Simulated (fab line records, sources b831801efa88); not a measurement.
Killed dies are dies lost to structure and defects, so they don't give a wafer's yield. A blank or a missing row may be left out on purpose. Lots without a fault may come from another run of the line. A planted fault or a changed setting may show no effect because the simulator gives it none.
A struck lot beside a sound one | flow sky130 | 17 steps out of a route of 708
Sound: wafers L100.2, L100.4, L100.6. Struck: wafers L119.1, L119.5, L119.6. The cause comes at the end.
At each step with rows: each side's tool, then ch and its chambers, then its first start. Under that, the readings that differ: sound wafers | struck wafers | difference of the means | sigmas: that difference in standard deviations of wafers without a fault.
alike: readings whose means differ by less than 2 such deviations, and words and numbers that are the same on both sides. not compared: withheld readings, readings that some wafer has no value for, bounds like >300 that may hide the same value, and numbers for which the record gives no deviation and whose values overlap.
The two part at a step that has a row with sigmas, a row that says differs or no value, or rows on one side only. Numbers that don't overlap but have no deviation are shown without sigmas and don't part them. A reading that every wafer of one side lacks parts them only if that side has two wafers or more.

first, 2 steps without rows for these wafers: SKY_NWELL_IMPLANT_12; SKY_NWELL_IMPLANT_13.
SKY_NWELL_STRIP_14: strips in O2/N2.
  sound on plasma_asher-02 ch 0,1, day 5 06:50; struck on plasma_asher-01 ch 0,1, day 9 13:52
  alike: drypump_motor_current_A, oes_product_au, strip_time_to_endpoint_s
  not compared: rf_hours_counter_h
SKY_NWELL_TW_MEAS_15:
  sound on film_metro-03, day 5 06:56; struck on film_metro-02, day 9 13:58
  alike: NWELL_TW
then, 7 steps without rows for these wafers: SKY_NWELL_DEHYDRATE_16 (time 60 s); SKY_NWELL_HMDS_17 (prime time 60 s); SKY_NWELL_COAT_18 (resist thk 3000 nm); SKY_NWELL_SOFTBAKE_19; SKY_NWELL_EXPOSE_20 (exposes mask NWM COMPLEMENT, target cd 840 nm); SKY_NWELL_PEB_21; SKY_NWELL_DEVELOP_22 (develop time 60 s).
SKY_NWELL_OVL_MEAS_23:
  sound on overlay-02, day 6 01:24; struck on overlay-02, day 10 10:29
  alike: NWELL_01_OVL
SKY_NWELL_IMPLANT_24:
  sound on implanter-03 ch 0, day 6 01:28; struck on implanter-03 ch 0, day 10 10:31
  reading            | sound                         | struck                           | difference  | sigmas
  dose_ions_cm2      | 9.187e+12 9.197e+12 9.215e+12 | 1.1066e+13 1.1073e+13 1.1074e+13 | +1.8713e+12 | +99 or more
  faraday_current_uA | 51.8 51.5 51.4                | 62.4 61.9 62.4                   | +10.7       | +11
SKY_NWELL_STRIP_25: strips in O2/N2.
  sound on plasma_asher-02 ch 0,1, day 6 01:35; struck on plasma_asher-04 ch 0,1, day 10 10:40
  alike: drypump_motor_current_A, oes_product_au, strip_time_to_endpoint_s
  not compared: rf_hours_counter_h
SKY_NWELL_TW_MEAS_26:
  sound on film_metro-03, day 6 01:41; struck on film_metro-01, day 10 10:46
  reading    | sound       | struck      | difference | sigmas
  NWELL_2_TW | 499 499 499 | 518 521 519 | +20        | +6
then, 1 step without rows for these wafers: SKY_NWELL_CLEAN_27 (cleans in SC1/SC2, time 150 s).
SKY_PAD_OPEN_PROBE_99:
  the record has rows for the sound wafers here (prober-01, day 46 15:44) and none for the struck ones

WHERE THEY PART
First at SKY_NWELL_IMPLANT_24; last, within this record, at SKY_PAD_OPEN_PROBE_99.

WHY: what the simulator had put in
Process parameter drift: implanter-03, from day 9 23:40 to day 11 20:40, at SKY_NWELL_IMPLANT_24. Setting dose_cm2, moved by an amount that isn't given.
